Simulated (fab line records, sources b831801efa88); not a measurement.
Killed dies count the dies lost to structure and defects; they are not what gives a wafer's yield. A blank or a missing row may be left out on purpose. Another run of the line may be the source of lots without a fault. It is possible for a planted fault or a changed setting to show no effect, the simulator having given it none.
fab line records	flow sfq-line
record lots=14	wafers=42	last-day=91
route steps=325 shown M2@90 I2@104 M4@149 R5@214
lots with no fault: from the same line, run without faults
start-h: hours from the record's first day to the start of the lot's first wafer shown	wait-h: how many hours have passed since the lot's step before this one	" identical to the entry in the row above	L1.1+2: a single row standing in for several wafers	- value missing, or start not given	* or withheld: withheld	< > ~ a bound
route shown NAME@n: NAME is a module with steps in the file, n the number in the route of the first one	usual: mean/standard deviation of fault-free wafers	same: alike in all rows	chamber/n: place in a boat	sites: per-site readings	_std_site: the standard deviation of these	_edge_site: mean of outer sites minus mean of inner sites	radius-mm: how far each site lies from the wafer's centre	mask NAME#n: copy n	behind: the most recent tool/chamber to have shaped the wafer	hold: why the lot went on hold/how many hours it stayed there/how the hold came to an end	device: whichever transistor did not switch (one of n, p or np)	end of line: tests of these same wafers at the route's end	a step given without rows: its recipe and nothing more	killed: count of dies lost to structure and defects at first sort (not the wafer's yield)	map: a wafer's dies, marking killed ones x, the rest . and places with no die _
set.NAME: the run value of the setting; set.NAME@STEP: its run value at that earlier step	model.NAME: the simulator's own value behind a step, which no gauge read
the route's steps for a sample of lots (tables are steps, rows are wafers)
services: the hour from which a tool's chamber was out of use, counted from the record's first day as start-h (under 0 if before that day), plus the number of hours and why
## steps
# step SFQ_M2_RS_MEAS_914
# recipe thk-meas-gauge=four-point-probe	reads=Nb_of_TRILAYER_M2_DEP_SPUTTER_055
# usual M2_NB_RS=0.892/0.0087
lot.wafer	tool	chamber	start-h	wait-h	M2_NB_RS[ohm/sq]
L136.2	film-metro-01	-	547.42	0.1	0.889
L136.4	"	-	"	"	0.898
L136.5	"	-	"	"	0.888
L137.1	film-metro-02	-	553.38	0.0	0.894
L137.2	"	-	"	"	0.867
L137.3	"	-	"	"	0.886
L139.1	film-metro-02	-	573.78	0.0	0.886
L139.4	"	-	"	"	0.886
L139.5	"	-	"	"	0.887
L140.1	film-metro-02	-	576.18	0.0	0.889
L140.2	"	-	"	"	0.894
L140.6	"	-	"	"	0.889
L142.2	film-metro-02	-	599.00	0.1	0.893
L142.4	"	-	"	"	0.894
L142.5	"	-	"	"	0.885
L143.2	film-metro-02	-	615.80	0.1	0.877
L143.4	"	-	"	"	0.888
L143.5	"	-	"	"	0.879
L145.1	film-metro-02	-	637.52	0.0	0.877
L145.3	"	-	"	"	0.892
L145.5	"	-	"	"	0.888
L146.1	film-metro-01	-	658.22	0.0	0.896
L146.5	"	-	"	"	0.894
L146.6	"	-	"	"	0.896
L147.1	film-metro-02	-	677.55	0.0	0.895
L147.2	"	-	"	"	0.897
L147.5	"	-	"	"	0.887
L150.2	film-metro-01	-	710.37	0.1	0.884
L150.3	"	-	"	"	0.895
L150.5	"	-	"	"	0.897
L153.2	film-metro-02	-	717.31	0.1	0.893
L153.3	"	-	"	"	0.896
L153.4	"	-	"	"	0.908
L155.3	film-metro-03	-	723.33	0.1	0.898
L155.5	"	-	"	"	0.884
L155.6	"	-	"	"	0.899
L158.2	film-metro-01	-	730.49	0.1	0.896
L158.3	"	-	"	"	0.889
L158.5	"	-	"	"	0.878
L159.1	film-metro-03	-	791.84	0.0	0.896
L159.5	"	-	"	"	0.893
L159.6	"	-	"	"	0.903
# step SFQ_TRILAYER_I2_CMP_CMP_064
# recipe material=SiO2	down-force-psi=3	platen-rpm=60	pad-velocity-m-s=0.94248
# usual motor-current-A=10.3/1.2	time-to-endpoint-s=210/8
lot.wafer	tool	chamber	start-h	wait-h	motor-current-A	time-to-endpoint-s
L136.2	cmp-01	2	710.52	1.7	10.4	209
L136.4	"	3	"	"	12.2	220
L136.5	"	1	712.02	3.1	9.7	206
L137.3	cmp-01	0	716.08	0.0	11.2	216
L137.1	"	1	"	"	9.6	213
L137.2	"	2	"	"	11.2	210
L139.1	cmp-02	2	735.80	0.5	8.4	199
L139.4	"	0	736.80	1.5	9.6	217
L139.5	"	1	"	"	9.9	207
L140.1	cmp-01	3	740.79	0.6	11.7	217
L140.2	"	2	742.29	2.1	11.0	215
L140.6	"	0	743.29	3.1	11.6	215
L142.2	cmp-02	1	772.26	8.2	9.8	201
L142.4	"	2	"	"	8.3	204
L142.5	"	0	773.76	9.6	10.2	222
L143.2	cmp-01	1	783.79	6.4	9.7	211
L143.4	"	2	"	"	11.9	204
L143.5	"	0	785.29	7.8	11.4	212
L145.1	cmp-01	0	800.79	6.6	12.3	208
L145.3	"	1	"	"	9.0	213
L145.5	"	0	802.79	8.6	11.8	217
L146.1	cmp-02	0	819.15	10.0	9.4	201
L146.5	"	0	821.15	11.9	10.0	210
L146.6	"	1	"	"	9.7	203
L147.2	cmp-02	3	837.15	10.9	11.4	210
L147.1	"	2	838.65	12.4	8.5	197
L147.5	"	0	839.65	13.3	9.9	210
L150.2	cmp-02	1	870.15	13.7	9.8	205
L150.3	"	0	871.65	15.2	9.2	218
L150.5	"	1	"	"	9.9	224
L153.3	cmp-02	3	882.15	17.3	11.3	199
L153.2	"	1	883.15	18.3	9.4	211
L153.4	"	2	"	"	8.2	204
L155.3	cmp-01	3	888.09	19.7	11.9	223
L155.5	"	3	890.09	21.6	12.0	225
L155.6	"	0	"	"	12.1	216
L158.3	cmp-01	0	897.09	22.6	12.7	203
L158.2	"	2	898.09	23.6	10.9	211
L158.5	"	1	899.59	25.1	9.7	216
L159.1	cmp-02	3	945.15	15.5	11.6	200
L159.6	"	3	947.15	17.5	11.2	217
L159.5	"	0	"	"	9.8	217
# step SFQ_TRILAYER_M4_DEP_SPUTTER_091
# recipe material=Nb	base-pressure-pa=1.33e-06	chamber-pressure-pa=0.1333	substrate-temp-c=20	resputter-cathode-voltage-v=400	target-thk-nm=200	power-w=2000	time-s=133.3
# usual throttle-valve-pct=30.3/1
lot.wafer	tool	chamber	start-h	wait-h	throttle-valve-pct
L136.2	pvd-sputter-06	-	1018.95	0.0	31.1
L136.4	"	-	"	"	28.5
L136.5	"	-	"	"	31.2
L137.1	pvd-sputter-04	-	1023.15	0.0	31.4
L137.2	"	-	"	"	30.2
L137.3	"	-	"	"	29.9
L139.1	pvd-sputter-05	-	1040.80	0.0	30.1
L139.4	"	-	"	"	30.8
L139.5	"	-	"	"	29.2
L140.1	pvd-sputter-04	-	1045.60	0.0	31.3
L140.2	"	-	"	"	30.4
L140.6	"	-	"	"	29.8
L142.2	pvd-sputter-06	-	1061.20	0.0	30.9
L142.4	"	-	"	"	30.6
L142.5	"	-	"	"	31.0
L143.2	pvd-sputter-05	-	1067.20	0.0	29.4
L143.4	"	-	"	"	31.8
L143.5	"	-	"	"	31.4
L145.1	pvd-sputter-05	-	1097.20	0.0	31.1
L145.3	"	-	"	"	30.1
L145.5	"	-	"	"	31.8
L146.1	pvd-sputter-04	-	1128.40	0.0	30.6
L146.5	"	-	"	"	29.6
L146.6	"	-	"	"	29.8
L147.1	pvd-sputter-06	-	1129.60	0.0	31.1
L147.2	"	-	"	"	30.8
L147.5	"	-	"	"	30.8
L150.2	pvd-sputter-05	-	1149.99	0.0	32.0
L150.3	"	-	"	"	31.3
L150.5	"	-	"	"	29.3
L153.2	pvd-sputter-04	-	1164.32	0.0	29.8
L153.3	"	-	"	"	30.5
L153.4	"	-	"	"	30.0
L155.3	pvd-sputter-04	-	1171.52	0.0	31.3
L155.5	"	-	"	"	29.9
L155.6	"	-	"	"	29.8
L158.2	pvd-sputter-05	-	1187.12	0.0	30.0
L158.3	"	-	"	"	29.5
L158.5	"	-	"	"	29.7
L159.1	pvd-sputter-06	-	1222.77	0.0	31.2
L159.5	"	-	"	"	31.0
L159.6	"	-	"	"	28.3
# step SFQ_M4_RS_MEAS_924
# recipe thk-meas-gauge=four-point-probe	reads=Nb_of_TRILAYER_M4_DEP_SPUTTER_091
# usual M4_NB_RS=0.890/0.011
lot.wafer	tool	chamber	start-h	wait-h	hold	M4_NB_RS[ohm/sq]
L136.2	film-metro-02	-	1019.06	0.1	-	0.892
L136.4	"	-	"	"	-	0.883
L136.5	"	-	"	"	-	0.888
L137.1	film-metro-02	-	1023.24	0.0	-	0.896
L137.2	"	-	"	"	-	0.901
L137.3	"	-	"	"	-	0.890
L139.1	film-metro-02	-	1040.89	0.0	-	0.884
L139.4	"	-	"	"	-	0.896
L139.5	"	-	"	"	-	0.887
L140.1	film-metro-03	-	1045.69	0.0	-	0.891
L140.2	"	-	"	"	-	0.889
L140.6	"	-	"	"	-	0.890
L142.2	film-metro-01	-	1061.31	0.1	-	0.886
L142.4	"	-	"	"	-	0.895
L142.5	"	-	"	"	-	0.891
L143.2	film-metro-02	-	1067.31	0.1	-	0.889
L143.4	"	-	"	"	-	0.893
L143.5	"	-	"	"	-	0.905
L145.1	film-metro-03	-	1097.29	0.0	-	0.898
L145.3	"	-	"	"	-	0.893
L145.5	"	-	"	"	-	0.885
L146.1	film-metro-02	-	1128.49	0.0	-	0.881
L146.5	"	-	"	"	-	0.891
L146.6	"	-	"	"	-	0.888
L147.1	film-metro-02	-	1129.70	0.0	-	0.881
L147.2	"	-	"	"	-	0.878
L147.5	"	-	"	"	-	0.883
L150.2	film-metro-01	-	1150.10	0.1	-	0.881
L150.3	"	-	"	"	-	0.902
L150.5	"	-	"	"	-	0.888
L153.2	film-metro-03	-	1164.43	0.1	await-dispo/0.2h/release	1.060
L153.3	"	-	"	"	await-dispo/0.2h/release	0.884
L153.4	"	-	"	"	await-dispo/0.2h/release	0.878
L153.2	film-metro-03	-	1164.71	0.3	-	1.060
L153.3	"	-	"	"	-	0.887
L153.4	"	-	"	"	-	0.878
L155.3	film-metro-01	-	1171.65	0.1	await-dispo/0.2h/release	0.888
L155.5	"	-	"	"	await-dispo/0.2h/release	0.882
L155.6	"	-	"	"	await-dispo/0.2h/release	1.053
L155.3	film-metro-01	-	1171.93	0.3	-	0.888
L155.5	"	-	"	"	-	0.882
L155.6	"	-	"	"	-	1.052
L158.2	film-metro-01	-	1187.23	0.1	-	0.907
L158.3	"	-	"	"	-	0.912
L158.5	"	-	"	"	-	0.914
L159.1	film-metro-01	-	1222.86	0.0	-	0.877
L159.5	"	-	"	"	-	0.888
L159.6	"	-	"	"	-	0.872
# step SFQ_TRILAYER_M4_ETCH_METAL_ETCH_096
# recipe target=Nb	stop-on=SiO2	mask-material=PR	chemistry=Cl2/Ar	target-depth-nm=240	icp-w=600	bias-w=80	pressure-mtorr=10	time-s=120
# usual drypump-motor-current-A=5.4/0.47	oes-product-au=0.895/0.0075
lot.wafer	tool	chamber	start-h	wait-h	drypump-motor-current-A	oes-product-au	rf-hours-counter-h
L136.2	rie-metal-01	0	1162.22	0.0	6.0	0.894	16
L136.4	"	0	"	"	6.0	0.896	-
L136.5	"	0	"	"	6.0	0.899	-
L137.1	rie-metal-04	0	1164.62	0.0	5.4	0.887	126
L137.2	"	1	"	"	4.9	0.893	29
L137.3	"	0	"	"	5.4	0.897	-
L139.1	rie-metal-01	0	1185.02	0.0	6.0	0.911	20
L139.4	"	0	"	"	6.0	0.890	-
L139.5	"	0	"	"	6.0	0.902	-
L140.1	rie-metal-04	0	1191.15	0.0	5.4	0.888	129
L140.2	"	1	"	"	4.9	0.897	33
L140.6	"	1	"	"	4.9	0.896	-
L142.2	rie-metal-04	1	1208.54	0.0	4.9	0.903	35
L142.4	"	0	"	"	5.4	0.891	-
L142.5	"	0	"	"	5.4	0.897	-
L143.2	rie-metal-01	1	1215.87	0.0	5.8	0.897	118
L143.4	"	1	"	"	5.8	0.896	-
L143.5	"	0	"	"	6.0	0.883	-
L145.1	rie-metal-01	1	1236.27	0.0	5.8	0.889	120
L145.3	"	1	"	"	5.8	0.887	-
L145.5	"	0	"	"	6.0	0.902	-
L146.1	rie-metal-04	1	1259.07	0.0	5.0	0.903	41
L146.5	"	0	"	"	5.4	0.887	-
L146.6	"	1	"	"	4.9	0.895	-
L147.1	rie-metal-02	1	1260.33	0.1	4.8	0.909	74
L147.2	"	1	"	"	4.8	0.903	-
L147.5	"	1	"	"	4.8	0.903	-
L150.2	rie-metal-01	1	1286.67	0.0	5.8	0.898	126
L150.3	"	1	"	"	5.8	0.889	-
L150.5	"	1	"	"	5.8	0.895	-
L153.2	rie-metal-01	0	1303.59	0.0	6.0	0.818	34
L153.3	"	0	"	"	6.0	0.898	-
L153.4	"	1	"	"	5.8	0.903	-
L155.3	rie-metal-04	1	1311.54	0.1	4.9	0.899	-
L155.5	"	0	"	"	5.4	0.896	-
L155.6	"	1	"	"	4.9	0.815	-
L158.2	rie-metal-01	0	1326.87	0.1	6.0	0.882	-
L158.3	"	0	"	"	6.0	0.883	-
L158.5	"	0	"	"	6.0	0.885	-
L159.1	rie-metal-04	1	1362.91	0.0	5.0	0.906	60
L159.5	"	0	"	"	5.4	0.892	-
L159.6	"	1	"	"	5.0	0.908	-
# step SFQ_TRILAYER_R5_DEP_SPUTTER_134
# recipe material=Ti	base-pressure-pa=1.33e-06	target-thk-nm=5	power-w=2000	time-s=5	chamber-pressure-pa=0.4
# usual throttle-valve-pct=29.9/1.1
lot.wafer	tool	chamber	start-h	wait-h	throttle-valve-pct
L136.2	pvd-sputter-03	-	1323.15	0.0	29.7
L136.4	"	-	"	"	31.0
L136.5	"	-	"	"	29.6
L137.1	pvd-sputter-04	-	1351.00	0.0	30.4
L137.2	"	-	"	"	30.0
L137.3	"	-	"	"	31.6
L139.1	pvd-sputter-06	-	1354.00	0.0	28.4
L139.4	"	-	"	"	31.0
L139.5	"	-	"	"	30.7
L140.1	pvd-sputter-04	-	1364.71	0.0	30.2
L140.2	"	-	"	"	31.6
L140.6	"	-	"	"	31.5
L142.2	pvd-sputter-03	-	1498.98	0.0	28.5
L142.4	"	-	"	"	29.7
L142.5	"	-	"	"	29.7
L143.2	pvd-sputter-06	-	1513.98	0.0	28.9
L143.4	"	-	"	"	30.9
L143.5	"	-	"	"	28.7
L145.1	pvd-sputter-06	-	1531.98	0.0	28.6
L145.3	"	-	"	"	30.9
L145.5	"	-	"	"	31.0
L146.1	pvd-sputter-06	-	1559.53	0.0	31.0
L146.5	"	-	"	"	30.6
L146.6	"	-	"	"	28.5
L147.1	pvd-sputter-03	-	1560.73	0.0	29.7
L147.2	"	-	"	"	28.6
L147.5	"	-	"	"	28.8
L150.2	pvd-sputter-06	-	1572.73	0.0	30.9
L150.3	"	-	"	"	28.5
L150.5	"	-	"	"	30.6
L153.2	pvd-sputter-06	-	1686.33	0.0	28.6
L153.3	"	-	"	"	28.5
L153.4	"	-	"	"	31.0
L155.3	pvd-sputter-04	-	1698.33	0.0	30.3
L155.5	"	-	"	"	31.4
L155.6	"	-	"	"	29.6
L158.2	pvd-sputter-04	-	1708.53	0.0	31.5
L158.3	"	-	"	"	30.1
L158.5	"	-	"	"	29.7
L159.1	pvd-sputter-04	-	1736.60	0.0	29.5
L159.5	"	-	"	"	31.6
L159.6	"	-	"	"	30.3
## services
tool	chamber	start-h	hours	kind
pvd-sputter-06	-	749.75	1.3	repair
pvd-sputter-06	-	787.61	2.3	repair
pvd-sputter-06	-	789.22	7.4	repair
pvd-sputter-06	-	859.12	11.7	repair
pvd-sputter-06	-	924.67	3.4	repair
pvd-sputter-06	-	963.16	4.1	repair
pvd-sputter-06	-	1008.43	1.3	repair
pvd-sputter-06	-	1091.72	4.9	repair
pvd-sputter-04	-	1143.61	4.1	repair
pvd-sputter-04	-	1222.40	9.2	repair
pvd-sputter-04	-	1235.63	1.6	repair
pvd-sputter-06	-	1246.15	2.8	repair
pvd-sputter-04	-	1267.23	2.7	repair
pvd-sputter-06	-	1284.23	10.0	repair
pvd-sputter-04	-	1333.81	1.1	repair
pvd-sputter-04	-	1359.00	2.3	repair
pvd-sputter-04	-	1395.43	2.1	repair
pvd-sputter-06	-	1414.23	2.0	repair
pvd-sputter-06	-	1480.29	2.4	repair
pvd-sputter-06	-	1582.76	1.0	repair
pvd-sputter-06	-	1588.39	4.7	repair
pvd-sputter-04	-	1615.60	53.1	repair
pvd-sputter-06	-	1643.38	11.8	repair
pvd-sputter-06	-	1684.69	0.7	repair
## key
first-sign step=SFQ_M4_RS_MEAS_924	reading=visit	direction=added
effect step=SFQ_M4_RS_MEAS_924	reading=M4_NB_RS	direction=up	sigmas=15	usual=0.890	struck=1.057
effect step=SFQ_TRILAYER_M4_ETCH_METAL_ETCH_096	reading=oes-product-au	direction=down	sigmas=10	usual=0.895	struck=0.816
met-at SFQ_TRILAYER_M4_DEP_SPUTTER_091
struck-lots L153,L155
struck-wafers L153.2,L155.6
not-acting-at SFQ_M2_RS_MEAS_914,SFQ_TRILAYER_I2_CMP_CMP_064,SFQ_TRILAYER_R5_DEP_SPUTTER_134
onset-between 1128.40 1164.32
fault kind=process-parameter-drift	tool=pvd-sputter-04	chamber=-	onset-h=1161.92	steps=SFQ_TRILAYER_M4_DEP_SPUTTER_091	channel=target-thk-nm	offset=-30.283	shape=step	end-h=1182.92	acts-in=these-recipes-only	stated=200	scope=struck-wafers-only
